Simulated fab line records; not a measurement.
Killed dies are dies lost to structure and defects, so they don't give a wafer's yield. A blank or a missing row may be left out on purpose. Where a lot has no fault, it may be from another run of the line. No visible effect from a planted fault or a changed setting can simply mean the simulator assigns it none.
Chamber matching -- flow gf180mcu -- GF_V2_CMP_04 on cmp-01 has 4 sister chambers
The step polishes SiO2. 4 wafers are shown with their chamber, then 7 later ones without.

## WAFERS WITH THEIR CHAMBER
wafer,chamber,motor current A (A)
L771.6,0,14.1
L778.2,2,12.8
L778.6,3,9.9
L780.5,1,10.6

## WAFERS WITH NO CHAMBER GIVEN
wafer,motor current A (A)
L780.6,14.1
L781.2,13.9
L781.3,12.7
L781.5,10.5
L782.1,12.7
L782.5,11.5
L782.6,12.3

## WHICH CHAMBER EACH WENT THROUGH
wafer,from the rows above,in truth
L780.6,0,0
L781.2,0,0
L781.3,2,2
L781.5,can't be placed: 1 or 3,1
L782.1,2,2
L782.5,can't be placed: 1 or 2 or 3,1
L782.6,2,2
5 of 7 placed correctly. Unplaceable from these rows: 2, with the true chamber sitting among the candidates in 2. Number placed wrongly: 0.
How it was worked out, from the rows above alone: a wafer's distance from a chamber is the root of the sum, over the readings, of the square of ((its reading less the chamber's mean) divided by the reading's scatter). The wafer belongs to the nearest chamber; if the next one is less than 2 further off, it can't be placed. Each chamber's mean is taken over the wafers shown for it. The scatter: root of mean squared gap, hidden wafer to nearest shown wafer, with one shown wafer a chamber.
